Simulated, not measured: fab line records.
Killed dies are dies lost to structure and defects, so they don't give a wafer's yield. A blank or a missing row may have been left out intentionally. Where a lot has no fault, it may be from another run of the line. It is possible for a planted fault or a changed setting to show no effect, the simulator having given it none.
fab line records	flow gf180mcu
[record] lots = 7	wafers = 21	last_day = 34
route steps=602 shown STI@10
lots that met no fault: taken from a fault-free run of the same line
start_h: hours from the record's first day to the start of the lot's first wafer shown	wait_h: time in hours since the lot's previous step	" the same as in the row above	L1.1+2: one row covering several wafers at once	- no value present, or no start provided	* or withheld: withheld	< > ~ a bound
route shown NAME@n: names a module that has steps shown in the file, with the first one's number in the route	usual: average and standard deviation across the fault-free wafers	same: alike in all rows	chamber/n: place in a boat	sites: each site's reading	_std_site: standard deviation across them	_edge_site: mean of outer sites minus mean of inner sites	radius_mm: for every site, how far away it sits from the centre of the wafer	mask NAME#n: copy n	behind: tool/chamber where the wafer was last shaped	hold: why the lot went on hold/how many hours it stayed there/how the hold came to an end	device: transistor that didn't switch, given as n, p or np	end of line: at the end of the route, the tests of the same wafers	a step given without rows: its recipe and nothing more	killed: at the first sort, the dies lost to defects and structure; wafer yield is something else	map: a wafer's dies, marking killed ones x, the rest . and places with no die _
set.NAME: the setting that was run; set.NAME@STEP: the one run at that earlier step	model.NAME: the simulator's own value behind a step, which no gauge read
lots seen at some steps along the route; tables by step, rows by wafer
services: from which hour (start_h, from the record's first day; less than 0 if before it) a tool's chamber was out of use, for how many hours, and why
[[steps]]
[step GF_STI_EXPOSE_09]
[recipe] mask_id = COMP	target_cd_nm = 220	na = 0.68	source_shape = conventional	sigma_outer = 0.6	dose_mj = 28
[step GF_STI_PEB_10]
[recipe] peb_temp_c = 135	peb_time_s = 90	resist = KrF
[step GF_STI_DEVELOP_11]
[recipe] develop_time_s = 60	dev_temp_c = 21
[step GF_STI_CD_MEAS_12]
[recipe] target_cd_nm = 220
[usual] cd_nm = 220.0/1.2
lot.wafer	tool	chamber	start_h	wait_h	cd_nm
L746.1	cd_sem-01	-	31.25	0.1	218.7
L746.2	"	-	"	"	218.8
L746.6	"	-	"	"	218.6
L750.2	cd_sem-01	-	51.91	0.1	219.1
L750.4	"	-	"	"	218.7
L750.5	"	-	"	"	219.3
L756.3	cd_sem-01	-	83.08	0.1	220.1
L756.5	"	-	"	"	220.4
L756.6	"	-	"	"	220.6
L757.1	cd_sem-01	-	87.34	0.1	219.1
L757.3	"	-	"	"	219.8
L757.4	"	-	"	"	218.6
L758.3	cd_sem-02	-	92.83	0.1	222.1
L758.5	"	-	"	"	221.4
L758.6	"	-	"	"	222.3
L760.1	cd_sem-01	-	102.89	0.1	220.6
L760.3	"	-	"	"	220.4
L760.5	"	-	"	"	219.7
L766.2	cd_sem-02	-	134.16	0.1	222.2
L766.4	"	-	"	"	221.6
L766.6	"	-	"	"	221.3
[step GF_STI_ETCH_13]
[recipe] chemistry = CHF3/O2	stop_on = Si	over_etch_frac = 0.3	target_depth_a = 2823.1	source_w = 600	bias_w = 200	pressure_mtorr = 40	chf3_flow_sccm = 50	O2_flow_sccm = 5	time_s = 112.9
[usual] drypump_motor_current_A = 5.7/0.43	oes_product_au = 0.831/0.0064	throttle_valve_pct = 8.809/0.0085
lot.wafer	tool	chamber	start_h	wait_h	drypump_motor_current_A	oes_product_au	rf_hours_counter_h	throttle_valve_pct
L746.1	rie_diel-02	1	31.37	0.1	5.3	0.842	4	8.824
L746.2	"	0	"	"	5.8	0.828	3	8.810
L746.6	"	1	"	"	5.3	0.835	-	8.810
L750.2	rie_diel-01	3	52.01	0.1	6.0	0.837	115	8.787
L750.4	"	0	"	"	5.8	0.841	-	8.794
L750.5	"	1	"	"	5.4	0.842	-	8.820
L756.3	rie_diel-04	0	83.16	0.1	6.1	0.830	163	8.819
L756.5	"	2	"	"	6.5	0.825	-	8.804
L756.6	"	1	"	"	5.3	0.823	-	8.810
L757.1	rie_diel-04	2	87.46	0.1	6.5	0.831	17	8.799
L757.3	"	3	"	"	5.8	0.824	85	8.802
L757.4	"	0	"	"	6.1	0.828	163	8.802
L758.3	rie_diel-01	1	92.91	0.1	5.4	0.826	147	8.801
L758.5	"	2	"	"	5.2	0.827	-	8.805
L758.6	"	3	"	"	6.0	0.832	-	8.807
L760.1	rie_diel-02	1	103.01	0.1	5.3	0.839	6	8.817
L760.3	"	3	"	"	5.0	0.848	10	8.807
L760.5	"	3	"	"	5.0	0.842	-	8.815
L766.2	rie_diel-02	1	134.26	0.1	5.3	0.830	7	8.807
L766.4	"	0	"	"	5.9	0.821	6	8.790
L766.6	"	1	"	"	5.4	0.826	-	8.805
[step GF_STI_ETCH_14]
[recipe] target = Si	chemistry = HBr/Cl2/O2	target_depth_nm = 360	icp_w = 600	bias_w = 150	pressure_mtorr = 15	HBr_flow_sccm = 150	Cl2_flow_sccm = 40	O2_flow_sccm = 6	time_s = 102.9
[usual] HBr_flow_sccm = 149.9/0.43	drypump_motor_current_A = 6.0/0.3	oes_product_au = 1.003/0.007	throttle_valve_pct = 25.654/0.0099
lot.wafer	tool	chamber	start_h	wait_h	HBr_flow_sccm	drypump_motor_current_A	oes_product_au	rf_hours_counter_h	throttle_valve_pct
L746.1	rie_si-01	1	31.44	0.0	150.1	5.5	1.000	25	25.664
L746.2	"	2	"	"	149.6	6.3	1.002	7	25.648
L746.6	"	0	"	"	149.8	6.0	1.000	-	25.632
L750.2	rie_si-02	3	52.09	0.0	150.0	6.2	1.001	97	25.636
L750.4	"	2	"	"	149.7	5.9	1.001	156	25.658
L750.5	"	2	"	"	150.1	5.9	1.002	-	25.662
L756.3	rie_si-02	3	83.24	0.0	148.7	6.1	1.009	97	25.639
L756.5	"	1	"	"	150.2	5.8	1.001	-	25.639
L756.6	"	2	"	"	150.1	5.9	0.995	-	25.652
L757.1	rie_si-01	0	87.54	0.0	148.7	6.0	1.005	112	25.649
L757.3	"	2	"	"	150.0	6.3	1.011	8	25.655
L757.4	"	0	"	"	149.6	6.0	1.008	-	25.680
L758.3	rie_si-02	2	92.99	0.0	150.2	5.9	1.009	0	25.661
L758.5	"	3	"	"	149.3	6.1	1.018	-	25.631
L758.6	"	0	"	"	149.6	6.5	1.010	-	25.652
L760.1	rie_si-01	1	103.09	0.0	150.2	5.5	1.010	26	25.656
L760.3	"	2	"	"	149.4	6.3	1.006	8	25.661
L760.5	"	1	"	"	151.1	5.4	0.992	-	25.647
L766.2	rie_si-01	3	134.34	0.0	149.9	6.1	1.002	0	25.659
L766.4	"	1	"	"	150.2	5.5	0.999	26	25.661
L766.6	"	0	"	"	150.1	6.0	1.002	-	25.649
[step GF_STI_STRIP_15]
[recipe] chemistry = O2/N2	power_w = 1400	pressure_mtorr = 1500	platen_temp_c = 250	o2_flow_sccm = 3000	n2_flow_sccm = 300	overash_fraction = 0.5
[usual] drypump_motor_current_A = 5.7/0.46	heater_power_w = 319/48	oes_product_au = 0.384/0.0045	strip_time_to_endpoint_s = 3.723/0.03
lot.wafer	tool	chamber	start_h	wait_h	drypump_motor_current_A	heater_power_w	oes_product_au	rf_hours_counter_h	strip_time_to_endpoint_s
L746.1	plasma_asher-03	1	31.52	0.0	6.2	296	0.374	37	3.708
L746.2	"	0	"	"	5.6	289	0.389	37	3.702
L746.6	"	0	"	"	5.6	274	0.387	-	3.694
L750.2	plasma_asher-04	1	52.17	0.0	5.1	323	0.389	37	3.714
L750.4	"	1	"	"	5.1	335	0.380	-	3.711
L750.5	"	0	"	"	6.0	414	0.387	-	3.747
L756.3	plasma_asher-03	0	83.34	0.1	5.6	274	0.388	-	3.680
L756.5	"	0	"	"	5.6	286	0.379	-	3.711
L756.6	"	1	"	"	6.2	297	0.383	-	3.723
L757.1	plasma_asher-03	1	87.61	0.0	6.1	289	0.381	43	3.704
L757.3	"	0	"	"	5.6	278	0.384	-	3.699
L757.4	"	1	"	"	6.2	292	0.389	-	3.746
L758.3	plasma_asher-04	1	93.10	0.1	5.2	334	0.378	-	3.768
L758.5	"	0	"	"	6.0	422	0.373	-	3.722
L758.6	"	1	"	"	5.2	323	0.376	-	3.737
L760.1	plasma_asher-04	0	103.16	0.0	6.0	420	0.384	42	3.716
L760.3	"	1	"	"	5.1	324	0.391	-	3.766
L760.5	"	1	"	"	5.1	330	0.391	-	3.722
L766.2	plasma_asher-04	0	134.41	0.0	6.0	411	0.378	45	3.765
L766.4	"	1	"	"	5.2	331	0.388	-	3.732
L766.6	"	1	"	"	5.1	323	0.381	-	3.733
[step GF_STI_CLEAN_16]
[recipe] chemistry = dHF	time_s = 25	dilution = 100:1
[step GF_STI_WET_ETCH_17]
[recipe] chemistry = H3PO4	target_depth_nm = 45	temp_c = 160	target = Si3N4	time_s = 514
[step GF_STI_CLEAN_18]
[recipe] chemistry = SC1/SC2	mix = 1:4:20	temp_c = 70	time_s = 150
[step GF_STI_CLEAN_19]
[recipe] chemistry = dHF	time_s = 20	dilution = 100:1
[step GF_STI_WET_ETCH_20]
[recipe] chemistry = dHF	dilution = 100:1	target_depth_nm = 20	temp_c = 25	dry = ipa_marangoni	target = SiO2	time_s = 400
[step GF_STI_OXIDATION_21]
[recipe] temp_c = 1000	ambient = O2	stabilise_s = 600	purge_s = 300	target_thk_a = 150	ox_time_s = 458
[usual] ox_temp_c = 1000.1/0.39	ox_temp_c_max = 1004.8/0.97	tube_center_temp_C_max = 1002.5/0.4	zone_power_centre_pct = 24/3.3
lot.wafer	tool	chamber	start_h	wait_h	ox_temp_c	ox_temp_c_max	tube_center_temp_C_max	zone_power_centre_pct
L746.1	furnace-01	0	31.97	0.0	1001.0	1004.7	1002.5	21
L746.2	"	0	"	"	999.7	1003.9	1002.8	21
L746.6	"	0	"	"	1000.2	1005.4	1003.1	21
L750.2	furnace-01	0	52.62	0.0	999.7	1003.7	1002.7	21
L750.4	"	0	"	"	999.9	1004.4	1002.5	21
L750.5	"	0	"	"	999.6	1003.1	1003.0	21
L756.3	furnace-02	-	83.79	0.0	-	-	-	-
L756.5	"	-	"	"	-	-	-	-
L756.6	"	-	"	"	-	-	-	-
L757.1	furnace-01	-	88.06	0.0	-	-	-	-
L757.3	"	-	"	"	-	-	-	-
L757.4	"	-	"	"	-	-	-	-
L758.3	furnace-01	-	93.53	0.0	-	-	-	-
L758.5	"	-	"	"	-	-	-	-
L758.6	"	-	"	"	-	-	-	-
L760.1	furnace-02	0	103.92	0.3	1000.1	1004.6	1002.7	27
L760.3	"	0	"	"	999.6	1005.9	1002.9	27
L760.5	"	0	"	"	999.8	1005.6	1002.2	28
L766.2	furnace-02	0	134.86	0.0	1000.5	1004.9	1002.6	28
L766.4	"	0	"	"	999.6	1006.3	1001.9	28
L766.6	"	0	"	"	1000.0	1005.0	1002.9	27
[step GF_STI_CVD_23]
[recipe] material = SiO2	target_thk_nm = 650	sigma_open_frac = 0.3	time_s = 108.3	temp_c = 600	sih4_flow_sccm = 60	pressure_mtorr = 6
[[services]]
tool	chamber	start_h	hours	kind
rie_si-02	2	8.81	3.0	repair
rie_diel-01	1	33.35	7.2	repair
rie_si-02	0	34.79	1.3	repair
furnace-02	-	59.12	2.5	pm
rie_si-01	-	61.69	1.9	repair
rie_diel-04	0	63.66	8.7	repair
rie_diel-02	-	80.21	0.2	repair
rie_si-01	-	80.52	2.8	pm
rie_si-01	3	84.47	-	clean
rie_si-01	3	84.47	25.7	scheduled_down
rie_diel-02	2	93.59	26.6	repair
rie_si-01	-	94.57	1.4	repair
rie_diel-01	0	96.60	59.3	repair
rie_diel-04	-	99.74	0.4	repair
rie_diel-01	2	100.65	4.7	repair
rie_si-02	-	102.60	2.8	pm
rie_si-01	-	103.94	0.4	repair
rie_si-02	-	105.35	14.6	pm
rie_diel-02	-	106.82	0.6	repair
furnace-02	-	107.89	1.4	pm
plasma_asher-03	-	108.75	9.0	pm
plasma_asher-04	-	109.57	0.9	repair
rie_si-02	1	120.31	3.2	repair
rie_diel-02	-	123.75	0.2	repair
[[key]]
[first_sign] step = GF_STI_OXIDATION_21	reading = tool_record	direction = missing
effect none on later readings
met_at GF_STI_OXIDATION_21
struck_wafers L756.3,L756.5,L756.6,L757.1,L757.3,L757.4,L758.3,L758.5,L758.6
later_rows_left_out L756.3,L756.5,L756.6,L757.1,L757.3,L757.4,L758.3,L758.5,L758.6
sort_left_out L756.3,L756.5,L756.6,L757.1,L757.3,L757.4,L758.3,L758.5,L758.6
tester_left_out L756,L757,L758
onset_between 52.62 83.79
[fault] kind = skipped_step_whole	tool = furnace-01,furnace-02	chamber = -	onset_h = 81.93	steps = GF_STI_OXIDATION_21	scope = struck_lots_only
// tester_left_out: of these lots the tester's yield and bins aren't shown, on N5 and GAA mostly nor the transistor test; their killed dies are dies lost to structure and defects alone, not to doping, threshold or leakage, so they don't give the yield
// sort_left_out: the simulated sort isn't trusted on such a fault, so these wafers' sort isn't shown, and their yield isn't known
// later_rows_left_out: the simulator's readings of these wafers behind a module that went badly wrong aren't trusted and aren't shown, but for the sort
